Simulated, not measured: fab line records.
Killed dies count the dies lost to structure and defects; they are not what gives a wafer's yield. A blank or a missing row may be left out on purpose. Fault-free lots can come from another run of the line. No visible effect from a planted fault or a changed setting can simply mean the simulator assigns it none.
A struck lot beside a sound one + flow sky130 + 22 steps out of a route of 708
Sound: these wafers, L787.1, L787.3, L787.5. Struck: wafer L804.4. (L804.2, L804.3 of the same lot were not struck and are left out.) The cause comes at the end.
For every step that has rows: the tool of each side, followed by ch and its chambers, followed by its first start. Under that, the readings that differ: sound wafers + struck wafers + difference of the means + sigmas: that difference in standard deviations of wafers without a fault.
alike: words and numbers the same on both sides, and readings whose means are apart by under 2 such deviations; not compared: readings that were withheld, readings missing a value for some wafer, numbers with overlapping values and no deviation given by the record, and bounds like >300 which may hide the same value.
The two part at a step that has a row with sigmas, a row that says differs or no value, or rows on one side only. Non-overlapping numbers with no deviation appear without sigmas and do not part them. A reading that every wafer of one side lacks parts them only if that side has two wafers or more.

first, 1 step without rows for these wafers: SKY_SONOS_ONO_DEVELOP_12 (develop time 60 s).
SKY_SONOS_ONO_CD_MEAS_13: target cd 410 nm.
  struck on cd_sem-02, day 20 05:49; sound on cd_sem-01, day 14 13:17
  alike: cd_nm
SKY_SONOS_ONO_OVL_MEAS_14:
  struck on overlay-01, day 20 05:55; sound on overlay-02, day 14 13:25
  alike: SONOS_ONO_OVL
SKY_SONOS_ONO_ETCH_15: etches the open film in CHF3/O2, target depth 19.52 nm, time 7.8 s.
  sound on rie_diel-04 ch 0,3, day 14 13:27; struck on rie_diel-01 ch 1, day 20 05:57
  alike: chf3_flow_sccm, drypump_motor_current_A, oes_product_au, throttle_valve_pct
  not compared: rf_hours_counter_h
then, 1 step without rows for these wafers: SKY_SONOS_ONO_WET_ETCH_16 (etches SiO2 in dHF, target depth 14 nm, time 280 s).
SKY_SONOS_ONO_STRIP_17: strips in O2/N2.
  sound on plasma_asher-04 ch 0,1, day 14 13:34; struck on plasma_asher-04 ch 1, day 20 06:04
  alike: drypump_motor_current_A, oes_product_au, strip_time_to_endpoint_s
  not compared: rf_hours_counter_h
then, 3 steps without rows for these wafers: SKY_SONOS_ONO_WET_ETCH_18 (etches Si3N4 in H3PO4, target depth 15 nm, time 172 s); SKY_GATE_OXIDE_CLEAN_00 (cleans in SC1/SC2, time 150 s); SKY_GATE_OXIDE_OXIDATION_01 (stabilise 600 s, purge 300 s, target thk 10.268 nm).
SKY_GATE_OXIDE_THK_MEAS_02:
  struck on film_metro-03, day 20 08:23; sound on film_metro-03, day 14 16:58
  alike: GATE_OXIDE_OXIDATION_00_THK
then, 2 steps without rows for these wafers: SKY_GATE_OXIDE_DEHYDRATE_03 (time 60 s); SKY_GATE_OXIDE_HMDS_04 (prime time 60 s).
SKY_GATE_OXIDE_COAT_05: resist thk 1140 nm.
  sound on litho_track-03 ch 0, day 15 05:44; struck on litho_track-03 ch 0, day 20 23:40
| reading                                         | sound          | struck | difference | sigmas |
|-------------------------------------------------|----------------|--------|------------|--------|
| model.NOVOLAK_of_GATE_OXIDE_COAT_05.thk_nm (nm) | 1135 1140 1136 | 496    | -641       |        |
  alike: spin_speed_rpm
then, 3 steps without rows for these wafers: SKY_GATE_OXIDE_SOFTBAKE_06 (time 60 s); SKY_GATE_OXIDE_EXPOSE_07 (exposes mask LVOM, target cd 600 nm); SKY_GATE_OXIDE_PEB_08.
SKY_GATE_OXIDE_DEVELOP_09: develop time 60 s.
  sound on litho_track-03 ch 0, day 15 19:44; struck on litho_track-04 ch 0, day 21 15:34
| reading                                         | sound          | struck | difference | sigmas |
|-------------------------------------------------|----------------|--------|------------|--------|
| model.NOVOLAK_of_GATE_OXIDE_COAT_05.thk_nm (nm) | 1134 1139 1136 | 495.5  | -640.8     |        |
SKY_GATE_OXIDE_OVL_MEAS_10:
  struck on overlay-02, day 21 15:42; sound on overlay-01, day 15 19:53
  alike: GATE_OXIDE_OVL
then, 2 steps without rows for these wafers: SKY_GATE_OXIDE_IMPLANT_11; SKY_GATE_OXIDE_WET_ETCH_12 (etches SiO2 in dHF, target depth 16.8 nm, time 336 s).
SKY_GATE_OXIDE_STRIP_13: strips in O2/N2.
  sound on plasma_asher-04 ch 0,1, day 15 20:11; struck on plasma_asher-02 ch 1, day 21 15:59
| reading                      | sound             | struck | difference | sigmas      |
|------------------------------|-------------------|--------|------------|-------------|
| drypump_motor_current_A (A)  | 6.4 6.1 6.4       | 5.1    | -1.2       | -3          |
| oes_product_au (a.u.)        | 0.708 0.712 0.713 | 0.512  | -0.199     | -47         |
| strip_time_to_endpoint_s (s) | 14.11 14.18 14.14 | 6.63   | -7.51      | -99 or more |
  not compared: rf_hours_counter_h
SKY_GATE_OXIDE_TW_MEAS_14:
  struck on film_metro-01, day 21 16:05; sound on film_metro-02, day 15 20:17
  alike: GATE_OXIDE_TW

== WHERE THEY PART ==
At SKY_GATE_OXIDE_STRIP_13 and nowhere else, as far as this record goes. Later steps at which nothing parts them and some readings are alike: SKY_GATE_OXIDE_TW_MEAS_14.

WHY: what had been put in by the simulator
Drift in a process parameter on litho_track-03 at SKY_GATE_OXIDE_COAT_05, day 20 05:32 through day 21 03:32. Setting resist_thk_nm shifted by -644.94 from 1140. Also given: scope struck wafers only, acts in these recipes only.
